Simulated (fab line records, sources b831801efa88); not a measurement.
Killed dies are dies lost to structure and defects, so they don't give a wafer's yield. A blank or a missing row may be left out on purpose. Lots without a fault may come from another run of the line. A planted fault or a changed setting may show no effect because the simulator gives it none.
fab line records | flow gf180mcu
record lots=15 wafers=45 last_day=32
route steps=602 shown MIM@506 M5@531
lots that met no fault: from a run of the same line without faults
start_h: hours from the record's first day to the start of the lot's first wafer shown | wait_h: hours since the lot's step before | " the same as in the row above | L1.1+2: a row that stands for several wafers | - no value, or no start given | * or withheld: withheld | < > ~ a bound
route shown NAME@n: a module of which the file shows steps, and the number in the route of the first | usual: mean/standard deviation of fault-free wafers | same: alike in all rows | chamber/n: place in a boat | sites: the reading at each site | _std_site: their standard deviation | _edge_site: outer sites' mean less inner sites' | radius_mm: how far each site lies from the wafer's centre | mask NAME#n: copy n | behind: the tool/chamber that last shaped the wafer | hold: why the lot was held/for how many hours/how that ended | device: the transistor (n, p or np) that didn't switch | end of line: the same wafers' tests at the end of the route | a step without rows: its recipe alone | killed: dies lost to structure and defects at the first sort, not the wafer's yield | map: a wafer's dies, x killed, . not, _ none there
set.NAME: the setting as run; set.NAME@STEP: as run at that earlier step | model.NAME: the simulator's own value behind a step, which no gauge read
steps of the route over a sample of lots; a table a step, a row a wafer
services: from which hour (start_h, from the record's first day; less than 0 if before it) a tool's chamber was out of use, for how many hours, and why
## steps
# step GF_MIM_SPUTTER_03
# recipe material=Ti target_thk_nm=10 substrate_temp_c=300 chamber_pressure_pa=0.3 power_w=3000 time_s=6.7
# usual chamber_pressure_pa=0.3000/0.00065 throttle_valve_pct=29.9/1.3
# columns lot.wafer tool chamber start_h wait_h chamber_pressure_pa throttle_valve_pct
L785.3 pvd_sputter-04 - 570.40 0.0 0.2993 30.3
L785.5 " - " " 0.2989 30.6
L785.6 " - " " 0.2990 30.1
L786.4 pvd_sputter-04 - 574.38 0.0 0.2994 30.6
L786.5 " - " " 0.2995 30.9
L786.6 " - " " 0.2993 30.3
L787.1 pvd_sputter-03 - 582.74 0.0 0.3001 30.1
L787.2 " - " " 0.2995 30.7
L787.4 " - " " 0.2994 32.5
L788.1 pvd_sputter-03 - 583.66 0.0 0.3002 30.1
L788.2 " - " " 0.2998 28.0
L788.3 " - " " 0.2997 32.7
L789.2 pvd_sputter-03 - 605.08 0.0 0.2989 28.1
L789.4 " - " " 0.3001 32.8
L789.5 " - " " 0.2994 28.2
L790.1 pvd_sputter-04 - 610.29 0.0 0.2990 31.0
L790.2 " - " " 0.2992 29.0
L790.3 " - " " 0.3002 28.6
L791.1 pvd_sputter-04 - 620.63 0.0 0.2998 30.5
L791.4 " - " " 0.3007 30.5
L791.5 " - " " 0.3003 30.6
L792.1 pvd_sputter-03 - 633.70 0.0 0.2991 30.5
L792.3 " - " " 0.3009 28.5
L792.4 " - " " 0.3001 32.5
L795.1 pvd_sputter-04 - 653.02 0.0 0.2999 30.6
L795.2 " - " " 0.3001 30.8
L795.6 " - " " 0.2997 30.4
L796.1 pvd_sputter-04 - 660.21 0.0 0.2989 30.6
L796.2 " - " " 0.3005 28.7
L796.5 " - " " 0.2999 28.9
L797.3 pvd_sputter-02 - 665.62 0.0 0.2994 27.9
L797.5 " - " " 0.3012 29.6
L797.6 " - " " 0.2996 29.8
L798.3 pvd_sputter-04 - 669.10 0.0 0.3007 30.8
L798.5 " - " " 0.3007 30.8
L798.6 " - " " 0.3003 28.8
L800.1 pvd_sputter-03 - 679.95 0.0 0.3011 30.5
L800.5 " - " " 0.2997 30.4
L800.6 " - " " 0.3001 29.8
L799.1 pvd_sputter-02 - 682.50 0.0 0.2996 29.3
L799.4 " - " " 0.2997 28.1
L799.6 " - " " 0.2993 29.9
L801.1 pvd_sputter-04 - 686.95 0.0 0.2999 30.9
L801.3 " - " " 0.2997 30.7
L801.5 " - " " 0.2986 29.0
# step GF_MIM_CVD_05
# recipe material=Si3N4 target_thk_nm=42 temp_max_c=400 temp_c=385 time_s=29.086 rf_w=450
# usual heater_power_outer_w=372/76 heater_power_w=638/120
# columns lot.wafer tool chamber start_h wait_h heater_power_outer_w heater_power_w
L785.3 pecvd-03 1 570.46 0.0 466 837
L785.5 " 1 " " 468 855
L785.6 " 2 " " 279 488
L786.4 pecvd-02 1 574.45 0.0 388 694
L786.5 " 2 " " 291 565
L786.6 " 0 " " 395 626
L787.1 pecvd-04 0 582.80 0.0 368 602
L787.2 " 2 " " 462 769
L787.4 " 1 " " 343 605
L788.1 pecvd-03 0 583.72 0.0 414 677
L788.2 " 2 " " 281 493
L788.3 " 1 " " 483 872
L789.2 pecvd-03 0 605.14 0.0 406 690
L789.4 " 1 " " 417 789
L789.5 " 0 " " 413 678
L790.1 pecvd-03 1 610.35 0.0 453 818
L790.2 " 2 " " 232 429
L790.3 " 0 " " 385 633
L791.1 pecvd-03 2 620.70 0.0 281 484
L791.4 " 2 " " 273 476
L791.5 " 0 " " 381 630
L792.1 pecvd-04 0 633.76 0.0 356 563
L792.3 " 2 " " 418 716
L792.4 " 2 " " 417 703
L795.1 pecvd-02 1 653.08 0.0 404 716
L795.2 " 2 " " 280 539
L795.6 " 2 " " 283 555
L796.1 pecvd-04 2 660.27 0.0 513 831
L796.2 " 1 " " 338 597
L796.5 " 2 " " 510 806
L797.3 pecvd-04 1 665.68 0.0 339 586
L797.5 " 2 " " 525 870
L797.6 " 1 " " 351 581
L798.3 pecvd-04 0 669.16 0.0 315 531
L798.5 " 1 " " 287 508
L798.6 " 2 " " 490 816
L800.1 pecvd-02 2 680.01 0.0 269 534
L800.5 " 0 " " 403 654
L800.6 " 2 " " 267 507
L799.1 pecvd-04 0 682.56 0.0 379 629
L799.4 " 1 " " 356 576
L799.6 " 2 " " 418 708
L801.1 pecvd-04 2 687.01 0.0 489 793
L801.3 " 1 " " 343 577
L801.5 " 2 " " 502 802
# step GF_MIM_STRIP_20
# recipe chemistry=O2/N2 power_w=1400 pressure_mtorr=1500 platen_temp_c=250 o2_flow_sccm=3000 n2_flow_sccm=300 overash_fraction=0.5
# usual drypump_motor_current_A=5.8/0.44 heater_power_w=304/47 oes_product_au=0.692/0.0044 strip_time_to_endpoint_s=11.24/0.039
# columns lot.wafer tool chamber start_h wait_h drypump_motor_current_A heater_power_w oes_product_au rf_hours_counter_h strip_time_to_endpoint_s
L785.3 plasma_asher-03 0 591.70 0.1 5.3 276 0.693 - 11.32
L785.5 " 1 " " 6.4 233 0.696 - 11.23
L785.6 " 0 " " 5.2 278 0.687 - 11.29
L786.4 plasma_asher-03 0 595.87 0.1 5.2 271 0.692 - 11.32
L786.5 " 0 " " 5.3 277 0.692 - 11.33
L786.6 " 1 " " 6.4 240 0.702 - 11.31
L787.1 plasma_asher-03 1 604.17 0.0 6.4 242 0.694 50 11.27
L787.2 " 0 " " 5.3 273 0.694 50 11.22
L787.4 " 1 " " 6.4 241 0.685 - 11.24
L788.1 plasma_asher-04 1 604.54 0.0 5.4 353 0.698 85 11.19
L788.2 " 0 " " 6.0 319 0.683 85 11.22
L788.3 " 0 " " 6.0 316 0.695 - 11.18
L789.2 plasma_asher-03 0 625.77 0.0 5.2 284 0.701 53 11.27
L789.4 " 1 " " 6.4 237 0.692 - 11.26
L789.5 " 0 " " 5.3 276 0.694 - 11.22
L790.1 plasma_asher-02 0 631.07 0.0 6.1 361 0.688 96 11.21
L790.2 " 1 " " 5.6 347 0.688 96 11.21
L790.3 " 1 " " 5.6 347 0.689 - 11.20
L791.1 plasma_asher-03 0 641.31 0.1 5.2 264 0.690 54 11.28
L791.4 " 1 " " 6.4 240 0.687 - 11.29
L791.5 " 0 " " 5.2 277 0.697 - 11.29
L792.1 plasma_asher-04 0 653.04 0.1 6.0 313 0.692 90 11.21
L792.3 " 0 " " 6.0 322 0.702 - 11.28
L792.4 " 1 " " 5.4 348 0.697 - 11.23
L795.1 plasma_asher-03 1 672.59 0.0 6.5 246 0.691 55 11.17
L795.2 " 0 " " 5.2 277 0.692 55 11.16
L795.6 " 0 " " 5.2 281 0.687 - 11.17
L796.1 plasma_asher-03 1 679.98 0.0 6.4 241 0.691 56 11.25
L796.2 " 0 " " 5.2 274 0.698 56 11.28
L796.5 " 0 " " 5.3 280 0.692 - 11.25
L797.3 plasma_asher-04 0 684.40 0.1 6.0 309 0.691 - 11.28
L797.5 " 1 " " 5.4 340 0.696 - 11.23
L797.6 " 0 " " 6.0 312 0.694 - 11.33
L798.3 plasma_asher-04 0 688.70 0.1 6.0 321 0.684 - 11.26
L798.5 " 1 " " 5.4 348 0.697 - 11.25
L798.6 " 0 " " 6.0 311 0.696 - 11.26
L800.1 plasma_asher-02 1 699.37 0.0 5.6 352 0.693 104 11.24
L800.5 " 1 " " 5.6 352 0.680 - 11.24
L800.6 " 0 " " 6.1 357 0.695 - 11.23
L799.1 plasma_asher-04 0 701.65 0.1 6.0 310 0.690 96 11.21
L799.4 " 1 " " 5.4 352 0.695 - 11.23
L799.6 " 1 " " 5.4 355 0.695 - 11.23
L801.1 plasma_asher-02 0 704.97 0.0 6.1 358 0.694 105 11.25
L801.3 " 1 " " 5.6 357 0.692 - 11.24
L801.5 " 0 " " 6.0 359 0.697 - 11.28
# step GF_M5_PEB_05
# recipe peb_temp_c=135 peb_time_s=90 resist=KrF
# usual chill_plate_temp_C=23.00/0.11 exhaust_pa=45.2/0.87 plate_temp_C=134.99/0.14
# columns lot.wafer tool chamber start_h wait_h chill_plate_temp_C exhaust_pa plate_temp_C
L785.3 litho_track-04 0 612.63 - 23.02 45.3 135.16
L785.5 " 0 " " 22.95 45.8 135.23
L785.6 " 0 " " 23.01 45.2 135.05
L786.4 litho_track-01 0 616.38 - 22.95 45.5 134.88
L786.5 " 0 " " 23.02 46.1 135.19
L786.6 " 0 " " 23.15 45.6 135.23
L787.1 litho_track-04 0 624.62 - 22.96 44.8 134.80
L787.2 " 0 " " 22.94 45.4 134.82
L787.4 " 0 " " 23.01 46.8 134.95
L788.1 litho_track-04 0 624.97 - 23.15 44.3 135.16
L788.2 " 0 " " 23.15 44.8 135.15
L788.3 " 0 " " 23.10 43.3 134.91
L789.2 litho_track-01 0 645.32 - 23.04 44.3 135.14
L789.4 " 0 " " 22.98 45.3 135.17
L789.5 " 0 " " 23.14 45.6 135.14
L790.1 litho_track-04 0 650.27 - 23.12 45.1 135.29
L790.2 " 0 " " 23.06 44.5 135.26
L790.3 " 0 " " 22.86 45.6 135.23
L791.1 litho_track-04 0 660.62 - 23.16 45.3 134.93
L791.4 " 0 " " 23.20 46.4 134.99
L791.5 " 0 " " 23.07 47.4 134.85
L792.1 litho_track-01 0 672.83 - 23.07 45.9 135.09
L792.3 " 0 " " 23.11 45.1 135.18
L792.4 " 0 " " 23.04 45.3 135.09
L795.1 litho_track-01 0 691.48 - 22.93 45.0 135.03
L795.2 " 0 " " 22.88 46.1 135.09
L795.6 " 0 " " 22.88 44.7 135.08
L796.1 litho_track-02 0 698.65 - 22.90 45.1 134.86
L796.2 " 0 " " 22.81 45.6 134.78
L796.5 " 0 " " 23.00 45.2 134.73
L797.3 litho_track-04 0 702.93 - 22.81 44.9 134.82
L797.5 " 0 " " 22.91 45.0 134.87
L797.6 " 0 " " 22.81 45.5 134.88
L798.3 litho_track-01 0 707.65 - 22.84 45.7 135.02
L798.5 " 0 " " 22.98 44.9 135.10
L798.6 " 0 " " 22.97 46.3 135.17
L800.1 litho_track-04 - 717.26 - - - -
L800.5 " - " " - - -
L800.6 " - " " - - -
L799.1 litho_track-02 - 719.70 - - - -
L799.4 " - " " - - -
L799.6 " - " " - - -
L801.1 litho_track-04 - 722.86 - - - -
L801.3 " - " " - - -
L801.5 " - " " - - -
## services
# columns tool chamber start_h hours kind
pecvd-02 - 546.41 4.3 pm
plasma_asher-04 - 564.87 0.8 repair
plasma_asher-04 - 580.37 5.7 repair
pecvd-03 - 591.12 14.0 pm
pecvd-03 0 591.12 14.0 vent_cycle
pecvd-03 1 591.12 14.0 vent_cycle
pecvd-03 2 591.12 14.0 vent_cycle
pecvd-04 2 602.97 14.9 repair
pecvd-03 0 605.12 - clean
pecvd-03 1 605.12 - clean
pecvd-03 2 605.12 - clean
plasma_asher-02 - 607.27 3.4 repair
plasma_asher-03 - 649.76 20.9 pm
pecvd-03 0 661.18 8.6 repair
pvd_sputter-04 - 670.17 7.5 repair
plasma_asher-04 - 685.30 1.2 repair
plasma_asher-03 - 701.59 1.7 repair
plasma_asher-04 - 704.19 4.0 pm
pecvd-03 0 706.01 3.5 repair
pecvd-03 0 710.70 8.5 repair
## key
first_sign step=GF_M5_PEB_05 reading=tool_record direction=missing
effect none on later readings
met_at GF_M5_PEB_05
struck_lots L799,L800,L801
later_rows_left_out L799.1,L799.4,L799.6,L800.1,L800.5,L800.6,L801.1,L801.3,L801.5
sort_left_out L799.1,L799.4,L799.6,L800.1,L800.5,L800.6,L801.1,L801.3,L801.5
not_acting_at GF_MIM_SPUTTER_03,GF_MIM_CVD_05,GF_MIM_STRIP_20
onset_between 702.93 717.26
fault kind=skipped_step_whole tool=litho_track-02,litho_track-04 chamber=- onset_h=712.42 steps=GF_M5_PEB_05 scope=struck_lots_only
# sort_left_out: the simulated sort isn't trusted on such a fault, so these wafers' sort isn't shown, and their yield isn't known
# later_rows_left_out: the simulator's readings of these wafers behind a module that went badly wrong aren't trusted and aren't shown, but for the sort
